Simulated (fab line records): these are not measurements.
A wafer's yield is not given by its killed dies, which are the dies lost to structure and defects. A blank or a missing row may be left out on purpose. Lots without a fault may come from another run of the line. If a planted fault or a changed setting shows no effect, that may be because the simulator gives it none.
fab line records -- flow sky130
record lots=5, wafers=15, last-day=49
route steps=708 shown SONOS_ONO@172 GATE_OXIDE@187 POLY_GATE@204 RES_PROTECT@206 SALICIDE@361 PAD_OPEN@708
lots with no fault: from the same line, run without faults
start-h: the number of hours between the record's first day and the start of the first shown wafer of the lot -- wait-h: how many hours have passed since the lot's step before this one -- " repeats the value in the row above -- L1.1+2: a row that stands for several wafers -- - no value present, or no start provided -- * or withheld: withheld -- < > ~ a bound
route shown NAME@n: names a module that has steps shown in the file, with the first one's number in the route -- usual: mean/standard deviation taken from wafers without a fault -- same: alike in all rows -- chamber/n: place in a boat -- sites: per-site readings -- _std_site: standard deviation of those values -- _edge_site: the outer-site mean with the inner-site mean subtracted -- radius-mm: how far each site lies from the wafer's centre -- mask NAME#n: copy n -- behind: the last tool/chamber to shape the wafer -- hold: why the lot was held/for how many hours/how that ended -- device: names the non-switching transistor (n, p or np) -- end of line: at the end of the route, the tests of the same wafers -- step lacking rows: just its recipe -- killed: count of dies lost to structure and defects at first sort (not the wafer's yield) -- map: a wafer's dies, marking killed ones x, the rest . and places with no die _
set.NAME: setting as actually run; set.NAME@STEP: the setting as run at that earlier step -- model.NAME: the simulator's own value behind a step, which no gauge read
lots seen at some steps along the route; tables by step, rows by wafer
services: when a tool's chamber went out of use (start-h, in hours from the record's first day, below 0 if earlier), for how many hours, and the reason
## steps
# step SKY_SONOS_ONO_CVD_04
# recipe material=SiO2, precursor=SiH4/N2O, target-thk-nm=5.7199, temp-c=900, pressure-mtorr=400
# step SKY_SONOS_ONO_DEHYDRATE_06
# recipe temp-c=200, time-s=60
# step SKY_SONOS_ONO_HMDS_07
# recipe prime-time-s=60, prime-temp-c=120
# step SKY_SONOS_ONO_COAT_08
# recipe resist=NOVOLAK, spin-rpm=3000, resist-thk-nm=1140
# step SKY_SONOS_ONO_SOFTBAKE_09
# recipe temp-c=90, time-s=60, resist=NOVOLAK
# step SKY_SONOS_ONO_EXPOSE_10
# recipe mask-id=ONOM, target-cd-nm=410, na=0.6, source-shape=conventional, sigma-outer=0.6, dose-mj=150
# step SKY_SONOS_ONO_PEB_11
# recipe temp-c=withheld, time-s=*, resist=NOVOLAK
# step SKY_SONOS_ONO_DEVELOP_12
# recipe develop-time-s=60, dev-temp-c=23
# step SKY_SONOS_ONO_ETCH_15
# recipe target-depth-nm=19.52, chemistry=CHF3/O2, source-w=600, bias-w=200, pressure-mtorr=40, chf3-flow-sccm=50, O2_flow_sccm=5, time-s=7.8
# usual O2_flow_sccm=4.998/0.014, bias-w=200.0/0.61, drypump-motor-current-A=5.9/0.53, oes-product-au=1.003/0.012, throttle-valve-pct=8.825/0.0091
lot.wafer,tool,chamber,start-h,wait-h,O2_flow_sccm,bias-w,drypump-motor-current-A,oes-product-au,rf-hours-counter-h,throttle-valve-pct,model.NOVOLAK_of_SONOS_ONO_COAT_08.thk-nm,model.SiO2_of_FIELD_ISO_CVD_24.thk-nm,model.SiO2_of_NWELL_OXIDATION_01.thk-nm
L880.1,rie-diel-04,0,343.58,0.0,-,-,-,-,-,-,1140,403.3,8.689
L880.3,rie-diel-04,2,343.58,0.0,-,-,-,-,-,-,1138,399.9,8.893
L880.4,rie-diel-04,3,343.58,0.0,-,-,-,-,-,-,1141,402.2,8.779
L881.1,rie-diel-03,1,354.56,0.0,-,-,-,-,-,-,1143,398,8.799
L881.2,rie-diel-03,2,354.56,0.0,-,-,-,-,-,-,1144,400.8,8.72
L881.5,rie-diel-03,2,354.56,0.0,-,-,-,-,-,-,1143,401.3,8.604
L882.2,rie-diel-01,3,359.33,0.0,-,-,-,-,-,-,1139,403.2,9.17
L882.4,rie-diel-01,0,359.33,0.0,-,-,-,-,-,-,1137,401.7,9.108
L882.6,rie-diel-01,1,359.33,0.0,-,-,-,-,-,-,1143,401.8,9.025
L889.1,rie-diel-04,2,432.46,0.0,5.042,198.8,6.4,0.988,5,8.815,1127,398.5,5.263
L889.2,rie-diel-04,0,432.46,0.0,5.026,200.1,6.5,0.988,0,8.830,1127,399,5.399
L889.6,rie-diel-04,0,432.46,0.0,5.012,199.8,6.5,0.983,-,8.812,1127,398.1,5.406
L890.2,rie-diel-03,2,433.36,0.0,4.985,200.4,5.8,0.995,23,8.834,1126,400.1,5.387
L890.3,rie-diel-03,1,433.36,0.0,5.019,200.8,6.0,1.004,16,8.824,1124,400.9,5.337
L890.5,rie-diel-03,1,433.36,0.0,4.986,200.9,6.0,1.005,-,8.819,1129,401.6,5.377
# step SKY_SONOS_ONO_WET_ETCH_16
# recipe chemistry=dHF, target-depth-nm=14, dry=n2-spin, target=SiO2, dilution=100:1, temp-c=25, time-s=280
# step SKY_SONOS_ONO_STRIP_17
# recipe chemistry=O2/N2, power-w=1400, pressure-mtorr=1500, platen-temp-c=withheld, o2-flow-sccm=3000, n2-flow-sccm=300, overash-fraction=0.5
# usual drypump-motor-current-A=5.69/0.26, n2-flow-sccm=299.9/0.89, oes-product-au=0.710/0.0047, strip-time-to-endpoint-s=14.09/0.037
lot.wafer,tool,chamber,start-h,wait-h,drypump-motor-current-A,n2-flow-sccm,oes-product-au,rf-hours-counter-h,strip-time-to-endpoint-s
L880.1,plasma-asher-04,0,343.70,0.0,5.54,298.5,0.716,65,14.17
L880.3,plasma-asher-04,0,343.70,0.0,5.55,299.8,0.718,-,14.15
L880.4,plasma-asher-04,1,343.70,0.0,5.94,300.7,0.716,-,14.19
L881.1,plasma-asher-01,0,354.68,0.0,5.79,299.5,0.714,24,14.22
L881.2,plasma-asher-01,1,354.68,0.0,5.29,299.7,0.708,24,14.22
L881.5,plasma-asher-01,0,354.68,0.0,5.77,299.0,0.709,-,14.20
L882.2,plasma-asher-04,1,359.44,0.0,5.93,299.9,0.711,66,14.15
L882.4,plasma-asher-04,1,359.44,0.0,5.96,300.2,0.712,-,14.15
L882.6,plasma-asher-04,0,359.44,0.0,5.50,298.6,0.715,-,14.22
L889.1,plasma-asher-04,1,432.57,0.0,5.92,298.6,0.718,72,14.14
L889.2,plasma-asher-04,0,432.57,0.0,5.49,300.4,0.707,72,14.15
L889.6,plasma-asher-04,0,432.57,0.0,5.51,301.8,0.711,-,14.14
L890.2,plasma-asher-01,0,433.47,0.0,5.81,301.0,0.712,33,14.12
L890.3,plasma-asher-01,1,433.47,0.0,5.27,299.2,0.711,-,14.09
L890.5,plasma-asher-01,1,433.47,0.0,5.28,299.4,0.704,-,14.16
# step SKY_SONOS_ONO_WET_ETCH_18
# recipe chemistry=H3PO4, target-depth-nm=15, target=Si3N4, temp-c=160, time-s=172
# step SKY_GATE_OXIDE_CLEAN_00
# recipe chemistry=SC1/SC2, mix=1:4:20, temp-c=70, time-s=150, dry=n2-spin
# step SKY_GATE_OXIDE_OXIDATION_01
# recipe temp-c=900, ambient=O2, stabilise-s=600, purge-s=300, target-thk-a=102.68, ox-time-s=1473
# step SKY_GATE_OXIDE_DEHYDRATE_03
# recipe temp-c=200, time-s=60
# step SKY_GATE_OXIDE_HMDS_04
# recipe prime-time-s=60, prime-temp-c=120
# step SKY_GATE_OXIDE_COAT_05
# recipe resist=NOVOLAK, spin-rpm=3000, resist-thk-nm=1140
# step SKY_GATE_OXIDE_SOFTBAKE_06
# recipe temp-c=90, time-s=60, resist=NOVOLAK
# step SKY_GATE_OXIDE_EXPOSE_07
# recipe mask-id=LVOM, na=0.6, source-shape=conventional, sigma-outer=0.6, polarization=unpolarized, target-cd-nm=600, dose-mj=170
# step SKY_GATE_OXIDE_PEB_08
# recipe temp-c=withheld, time-s=*, resist=NOVOLAK
# step SKY_GATE_OXIDE_DEVELOP_09
# recipe resist=NOVOLAK, developer=TMAH, develop-time-s=60, dev-temp-c=23
# step SKY_GATE_OXIDE_IMPLANT_11
# recipe species=B, energy-kev=10, dose-cm2=2.6e+12, tilt-deg=withheld
# step SKY_GATE_OXIDE_WET_ETCH_12
# recipe chemistry=dHF, target-depth-nm=16.8, dry=n2-spin, target=SiO2, dilution=100:1, temp-c=25, time-s=336
# step SKY_GATE_OXIDE_STRIP_13
# recipe chemistry=O2/N2, power-w=1400, pressure-mtorr=1500, platen-temp-c=withheld, o2-flow-sccm=3000, n2-flow-sccm=300, overash-fraction=0.5
# step SKY_GATE_OXIDE_CLEAN_15
# recipe chemistry=SC1/SC2, mix=1:4:20, temp-c=70, time-s=150, dry=n2-spin
# step SKY_GATE_OXIDE_OXIDATION_16
# recipe temp-c=800, ambient=O2, idle-temp-c=700, ramp-up-c-per-min=10, ramp-down-c-per-min=3, stabilise-s=600, purge-s=300, target-thk-a=35.7, ox-time-s=1915
# step SKY_POLY_GATE_CVD_00
# recipe material=poly-Si, target-thk-nm=180, temp-c=620, time-s=720, pressure-mtorr=200
# step SKY_RES_PROTECT_DEHYDRATE_00
# recipe temp-c=200, time-s=60
# step SKY_RES_PROTECT_HMDS_01
# recipe prime-time-s=60, prime-temp-c=120
# step SKY_RES_PROTECT_COAT_02
# recipe resist=NOVOLAK, spin-rpm=3000, resist-thk-nm=1140
# step SKY_RES_PROTECT_SOFTBAKE_03
# recipe temp-c=90, time-s=60, resist=NOVOLAK
# step SKY_RES_PROTECT_EXPOSE_04
# recipe mask-id=RPM, na=0.6, source-shape=conventional, sigma-outer=0.6, polarization=unpolarized, target-cd-nm=1270, dose-mj=131
# step SKY_RES_PROTECT_PEB_05
# recipe temp-c=withheld, time-s=*, resist=NOVOLAK
# step SKY_RES_PROTECT_DEVELOP_06
# recipe resist=NOVOLAK, developer=TMAH, develop-time-s=60, dev-temp-c=23
# step SKY_SALICIDE_CLEAN_00
# recipe chemistry=HF-last, time-s=30, dilution=100:1, dry=ipa-marangoni
lot.wafer,tool,chamber,start-h,wait-h,model.SiO2_of_FIELD_ISO_CVD_24.thk-nm
L880.1,wet-bench-04,3,719.11,0.1,362.5
L880.3,wet-bench-04,3,719.11,0.1,359.2
L880.4,wet-bench-04,3,719.11,0.1,361.6
L881.1,wet-bench-03,3,729.61,0.1,356.6
L881.2,wet-bench-03,3,729.61,0.1,359.5
L881.5,wet-bench-03,3,729.61,0.1,360
L882.2,wet-bench-04,3,729.91,0.1,362.5
L882.4+6,wet-bench-04,3,729.91,0.1,361.1
L889.1,wet-bench-03,3,794.58,0.1,357.7
L889.2,wet-bench-03,3,794.58,0.1,358.3
L889.6,wet-bench-03,3,794.58,0.1,357.4
L890.2,wet-bench-03,3,794.66,0.1,359.5
L890.3,wet-bench-03,3,794.66,0.1,360
L890.5,wet-bench-03,3,794.66,0.1,360.9
# step SKY_PAD_OPEN_PROBE_99
# usual killed_at_M0_to_M3=42/6.6, killed_at_M4_up=3.1/1.9, killed-at-contacts=24/5.6, killed-at-front-end=15/4.8, killed-at-other=0.3/0.48, killed-dies=84/10, killed-open=47/6.8, killed-short=37/6.8
# same gross-dies=492, killed-at-back-side=0
lot.wafer,tool,chamber,start-h,wait-h,killed_at_M0_to_M3,killed_at_M4_up,killed-at-contacts,killed-at-front-end,killed-at-other,killed-dies,killed-open,killed-short,model.etest.nfet_16v.r-on-ohm-um,model.etest.pfet_16v.r-on-ohm-um,model.etest.pfet-g5v0d10v5.r-on-ohm-um,model.etest.nfet-g5v0d10v5.r-on-ohm-um,model.etest.nfet-g5v0d10v5.drive-ua-um,model.etest.tip-sonos.rs-ohm-sq,model.etest.nfet_05v0_nvt.drive-ua-um,model.etest.nfet_16v.drive-ua-um
L880.1,prober-01,-,1126.53,0.1,37,0,26,16,0,79,42,37,1.795e+04,1.709e+04,5584,2497,398.1,2867,422.3,130.8
L880.3,prober-01,-,1126.63,0.2,30,0,18,11,0,59,31,28,1.822e+04,1.683e+04,5683,2506,390.7,2888,413.9,128.7
L880.4,prober-01,-,1126.68,0.2,38,2,28,11,0,79,52,27,1.81e+04,1.75e+04,5707,2495,391.4,2888,416.9,129.8
L881.1,prober-02,-,1136.51,0.1,36,3,28,10,0,77,37,40,1.786e+04,1.617e+04,5452,2476,397.1,2754,419.4,130.4
L881.2,prober-02,-,1136.56,0.1,37,3,17,13,0,70,33,37,1.813e+04,1.655e+04,5408,2443,399,2765,425.2,130.6
L881.5,prober-02,-,1136.71,0.2,43,4,28,17,0,92,53,39,1.776e+04,1.6e+04,5412,2444,398.2,2789,423.6,133
L882.2,prober-01,-,1137.85,0.1,35,8,25,17,0,85,50,35,1.802e+04,1.649e+04,5516,2487,385.9,2746,422.2,129.2
L882.4,prober-01,-,1137.95,0.2,47,1,22,18,0,88,50,38,1.8e+04,1.64e+04,5572,2497,391.5,2804,414.1,130.2
L882.6,prober-01,-,1138.05,0.2,57,3,27,21,0,108,57,51,1.788e+04,1.639e+04,5551,2503,391.5,2716,419.2,131.2
L889.1,prober-02,-,1177.22,0.1,43,4,18,16,1,82,38,44,1.425e+04,1.544e+04,4799,1904,604.9,2649,579,219.3
L889.2,prober-02,-,1177.27,0.1,42,3,23,14,0,82,42,40,1.399e+04,1.498e+04,4738,1878,617.7,2628,581.2,223.7
L889.6,prober-02,-,1177.47,0.2,41,3,32,31,0,107,55,52,1.403e+04,1.503e+04,4750,1888,600.9,2649,575.6,221.2
L890.2,prober-01,-,1180.78,0.1,44,1,34,16,1,96,58,38,1.417e+04,1.51e+04,4722,1880,600.1,2655,569.9,218.2
L890.3,prober-01,-,1180.83,0.2,35,4,32,21,1,93,56,37,1.403e+04,1.531e+04,4664,1880,611.8,2595,576.5,221.9
L890.5,prober-01,-,1180.93,0.2,53,4,31,21,1,110,56,54,1.42e+04,1.504e+04,4735,1918,601,2612,571.3,218.6
# killed by level:class
L880.1 VIA3:geometric-particle:open=10 CONTACT:geometric-particle:open=9 METAL1:geometric-particle:short=8 LOCAL_INTERCONNECT:geometric-particle:short=7 LI_CONTACT:geometric-particle:open=6 POLY_GATE:geometric-particle:short=4 VIA2:geometric-particle:open=4 VIA1:geometric-particle:short=4
L880.3 CONTACT:geometric-particle:open=11 METAL1:geometric-particle:short=5 VIA2:geometric-particle:short=5 FIELD_ISO:geometric-particle:short=4 VIA1:geometric-particle:short=4 VIA2:geometric-particle:open=4 POLY_GATE:geometric-particle:open=3 LI_CONTACT:geometric-particle:open=3
L880.4 VIA1:geometric-particle:open=10 CONTACT:geometric-particle:open=9 VIA3:geometric-particle:open=9 LI_CONTACT:geometric-particle:open=8 LOCAL_INTERCONNECT:geometric-particle:short=8 METAL1:geometric-particle:short=5 VIA2:geometric-particle:open=5 FIELD_ISO:geometric-particle:open=4
L881.1 METAL2:geometric-particle:short=9 VIA1:geometric-particle:open=8 LI_CONTACT:geometric-particle:open=8 CONTACT:geometric-particle:open=7 LI_CONTACT:geometric-particle:short=5 LOCAL_INTERCONNECT:geometric-particle:short=5 VIA1:geometric-particle:short=4 METAL2:geometric-particle:open=3
L881.2 METAL1:geometric-particle:short=9 VIA3:geometric-particle:open=6 LI_CONTACT:geometric-particle:open=5 METAL2:geometric-particle:short=4 CONTACT:geometric-particle:open=4 METAL3:geometric-particle:short=4 VIA2:geometric-particle:short=4 FIELD_ISO:geometric-particle:short=3
L881.5 VIA2:geometric-particle:open=10 CONTACT:geometric-particle:open=10 FIELD_ISO:geometric-particle:short=8 VIA3:geometric-particle:open=8 CONTACT:geometric-particle:short=8 LI_CONTACT:geometric-particle:open=7 METAL1:geometric-particle:short=6 METAL2:geometric-particle:short=6
L882.2 VIA1:geometric-particle:open=13 CONTACT:geometric-particle:open=10 METAL4:geometric-particle:short=8 VIA2:geometric-particle:open=7 LI_CONTACT:geometric-particle:open=6 POLY_GATE:geometric-particle:short=5 FIELD_ISO:geometric-particle:open=4 METAL1:geometric-particle:short=4
L882.4 VIA1:geometric-particle:open=11 CONTACT:geometric-particle:open=10 POLY_GATE:geometric-particle:short=9 VIA3:geometric-particle:open=9 LI_CONTACT:geometric-particle:open=6 METAL1:geometric-particle:short=6 FIELD_ISO:geometric-particle:short=5 POLY_GATE:geometric-particle:open=4
L882.6 VIA1:geometric-particle:open=15 VIA3:geometric-particle:open=13 METAL1:geometric-particle:short=9 LI_CONTACT:geometric-particle:open=7 CONTACT:geometric-particle:open=7 FIELD_ISO:geometric-particle:open=6 POLY_GATE:geometric-particle:short=6 CONTACT:geometric-particle:short=5
L889.1 CONTACT:geometric-particle:open=10 FIELD_ISO:geometric-particle:short=6 METAL1:geometric-particle:short=6 VIA1:geometric-particle:short=6 VIA2:geometric-particle:open=6 VIA3:geometric-particle:open=6 VIA1:geometric-particle:open=5 FIELD_ISO:geometric-particle:open=4
L889.2 VIA2:geometric-particle:open=10 VIA3:geometric-particle:open=9 METAL2:geometric-particle:short=7 CONTACT:geometric-particle:open=6 VIA1:geometric-particle:open=6 LOCAL_INTERCONNECT:geometric-particle:short=5 CONTACT:geometric-particle:short=5 LI_CONTACT:geometric-particle:open=4
L889.6 FIELD_ISO:geometric-particle:open=12 CONTACT:geometric-particle:open=11 VIA3:geometric-particle:open=8 VIA1:geometric-particle:open=7 LI_CONTACT:geometric-particle:open=7 CONTACT:geometric-particle:short=7 FIELD_ISO:geometric-particle:short=6 METAL2:geometric-particle:short=6
L890.2 LI_CONTACT:geometric-particle:open=13 CONTACT:geometric-particle:open=10 VIA3:geometric-particle:open=10 VIA2:geometric-particle:open=7 VIA1:geometric-particle:open=7 FIELD_ISO:geometric-particle:open=6 VIA1:geometric-particle:short=6 CONTACT:geometric-particle:short=5
L890.3 LI_CONTACT:geometric-particle:open=12 CONTACT:geometric-particle:open=12 VIA1:geometric-particle:open=7 VIA1:geometric-particle:short=7 POLY_GATE:geometric-particle:open=6 VIA3:geometric-particle:open=6 FIELD_ISO:geometric-particle:open=4 LOCAL_INTERCONNECT:geometric-particle:short=4
L890.5 VIA2:geometric-particle:open=12 VIA3:geometric-particle:open=11 LOCAL_INTERCONNECT:geometric-particle:short=9 LI_CONTACT:geometric-particle:open=7 FIELD_ISO:geometric-particle:short=6 CONTACT:geometric-particle:open=6 VIA1:geometric-particle:short=6 POLY_GATE:geometric-particle:open=5
## services
tool,chamber,start-h,hours,kind
wet-bench-04,-,346.51,1.9,repair
rie-diel-03,0,370.44,11.0,repair
rie-diel-03,3,387.80,1.6,repair
rie-diel-04,2,388.60,6.8,repair
rie-diel-04,0,392.80,4.3,repair
plasma-asher-04,-,411.43,14.6,pm
rie-diel-04,1,452.66,4.3,repair
rie-diel-04,2,460.63,3.3,repair
rie-diel-03,3,505.25,5.8,repair
rie-diel-03,3,522.32,2.1,repair
plasma-asher-01,-,524.41,2.6,repair
wet-bench-04,-,528.01,3.1,repair
rie-diel-04,3,531.84,12.7,repair
rie-diel-03,3,538.15,4.5,repair
rie-diel-03,3,543.01,7.8,repair
rie-diel-03,2,548.10,2.7,repair
rie-diel-03,2,564.29,3.0,repair
plasma-asher-01,-,640.54,2.8,pm
rie-diel-04,1,648.14,2.7,repair
rie-diel-04,-,654.05,1.4,repair
rie-diel-04,-,658.98,1.5,repair
rie-diel-03,3,660.98,10.9,repair
plasma-asher-04,-,733.75,9.0,pm
plasma-asher-04,-,760.96,0.4,repair
## key
first-sign step=SKY_SONOS_ONO_ETCH_15, reading=tool-record, direction=missing
effect step=SKY_SONOS_ONO_STRIP_17, reading=strip-time-to-endpoint-s, direction=up, sigmas=2.6, usual=*, struck=*
model-effect step=SKY_SONOS_ONO_ETCH_15, value=NOVOLAK_of_SONOS_ONO_COAT_08.thk-nm, without=1124, struck=1141
model-effect step=SKY_SALICIDE_CLEAN_00, value=SiO2_of_FIELD_ISO_CVD_24.thk-nm, without=357.1, struck=360.5
model-effect step=SKY_PAD_OPEN_PROBE_99, value=etest.nfet_16v.r-on-ohm-um, without=1.421e+04, struck=1.799e+04
met-at SKY_SONOS_ONO_ETCH_15
struck-wafers L880.1,L880.3,L880.4,L881.1,L881.2,L881.5,L882.2,L882.4,L882.6
tester-left-out L880,L881,L882
fault kind=skipped-step-whole, tool=rie-diel-01,rie-diel-03,rie-diel-04, chamber=-, onset-h=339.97, steps=SKY_SONOS_ONO_ETCH_15, scope=struck-lots-only
# tester-left-out: of these lots the tester's yield and bins aren't shown, on N5 and GAA mostly nor the transistor test; their killed dies are dies lost to structure and defects alone, not to doping, threshold or leakage, so they don't give the yield
